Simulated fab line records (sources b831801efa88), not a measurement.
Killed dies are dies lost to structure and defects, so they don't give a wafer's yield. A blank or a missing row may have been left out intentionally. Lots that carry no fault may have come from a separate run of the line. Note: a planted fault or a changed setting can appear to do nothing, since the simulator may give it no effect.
Split-lot trial | flow gf180mcu | on a route of 602 steps: 5 lots, 27 wafers read

== THE SPLIT ==
At GF_V1_SPUTTER_22 (material TiN, target thk 10 nm, time 40 s), the setting timeS was moved away from the recipe's 40 s on 9 of the 27 wafers read, by +22.5% to +36.6%. This setting was run at the recipe's value on the other wafers.

The reading comes from the split's own step.

== THE READING ==
TiN_of_V1_SPUTTER_22.thkNm (the simulator's own value, which no gauge read), in nm, at GF_V1_SPUTTER_22 (material TiN, target thk 10 nm, time 40 s). No usual value for it is given in the file. Average 10.001 nm, standard deviation 0.13 nm, over the 18 wafers here run with the recipe.

wafer  | tool, chamber at the split | timeS as run, s | against the recipe | TiN_of_V1_SPUTTER_22.thkNm, nm | against lot-mates on the recipe
L077.1 | pvdSputter-04, -           | 40              | recipe             | 9.991                          | -
L077.2 | pvdSputter-04, -           | 40              | recipe             | 9.91                           | -
L077.3 | pvdSputter-04, -           | 40              | recipe             | 10.05                          | -
L077.4 | pvdSputter-04, -           | 40              | recipe             | 9.86                           | -
L077.5 | pvdSputter-04, -           | 40              | recipe             | 10.07                          | -
L077.6 | pvdSputter-04, -           | 40              | recipe             | 10.03                          | -
L076.1 | pvdSputter-02, -           | 40              | recipe             | 10.01                          | -
L076.2 | pvdSputter-02, -           | 49.42           | +23.6%             | 12.84                          | +2.820
L076.3 | pvdSputter-02, -           | 49.42           | +23.6%             | 12.53                          | +2.510
L076.4 | pvdSputter-02, -           | 40              | recipe             | 10.05                          | -
L076.5 | pvdSputter-02, -           | 49.42           | +23.6%             | 12.39                          | +2.370
L076.6 | pvdSputter-02, -           | 40              | recipe             | 10                             | -
L081.1 | pvdSputter-02, -           | 49              | +22.5%             | 12.48                          | +2.611
L081.2 | pvdSputter-02, -           | 49              | +22.5%             | 12.2                           | +2.331
L081.3 | pvdSputter-02, -           | 40              | recipe             | 9.792                          | -
L081.4 | pvdSputter-02, -           | 40              | recipe             | 9.786                          | -
L081.5 | pvdSputter-02, -           | 49              | +22.5%             | 12.14                          | +2.271
L081.6 | pvdSputter-02, -           | 40              | recipe             | 10.03                          | -
L080.1 | pvdSputter-02, -           | 40              | recipe             | 10.29                          | -
L080.3 | pvdSputter-02, -           | 40              | recipe             | 10.02                          | -
L080.4 | pvdSputter-02, -           | 40              | recipe             | 10                             | -
L084.1 | pvdSputter-02, -           | 40              | recipe             | 9.956                          | -
L084.2 | pvdSputter-02, -           | 54.64           | +36.6%             | 13.49                          | +3.446
L084.3 | pvdSputter-02, -           | 54.64           | +36.6%             | 13.53                          | +3.486
L084.4 | pvdSputter-02, -           | 54.64           | +36.6%             | 13.76                          | +3.716
L084.5 | pvdSputter-02, -           | 40              | recipe             | 10.3                           | -
L084.6 | pvdSputter-02, -           | 40              | recipe             | 9.876                          | -

FIT RESULTS
A straight line over all 27 wafers: TiN_of_V1_SPUTTER_22.thkNm changes by +0.101 nm for each +1% of timeS; r = +0.99; the points scatter about the line by 0.17 nm.
The same after taking each lot's own level away (the mean of its wafers on the recipe; 27 wafers): +0.101 nm for each +1%; r = +0.99; scatter 0.16 nm.
On that fit, the largest move of timeS shifts the reading by 3.7 nm.
Across the lots, their own levels run from 9.8693 to 10.1033 nm, a range of 1.8 times the standard deviation given above.
So the lot-to-lot level changes the slope little: the two slopes agree.
Check: with one of the wafers moved furthest among these (+36.6%) left out of the fit, the line predicts +3.79 nm for it against its lot-mates. Against them it came out at +3.45 nm.

== FURTHER SPLITS ON THESE WAFERS ==
Note: prior to the reading, these wafers also went through further splits. Each is held against what the fit with the lots' levels taken away leaves over:
other split on the same wafers    | wafers away from the commonest value | r with TiN_of_V1_SPUTTER_22.thkNm (lot level and that fit taken away)
GF_DUAL_GATE_OXIDATION_02 oxTimeS | 21                                   | +0.05
GF_POLY_GATE_ETCH_13 timeS        | 9                                    | -0.20
GF_SAB_DEVELOP_08 developTimeS    | 6                                    | +0.31

== FILE'S OWN FIT ==
TiN_of_V1_SPUTTER_22.thkNm changes by +0.102 nm for each +1% of timeS, r = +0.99.
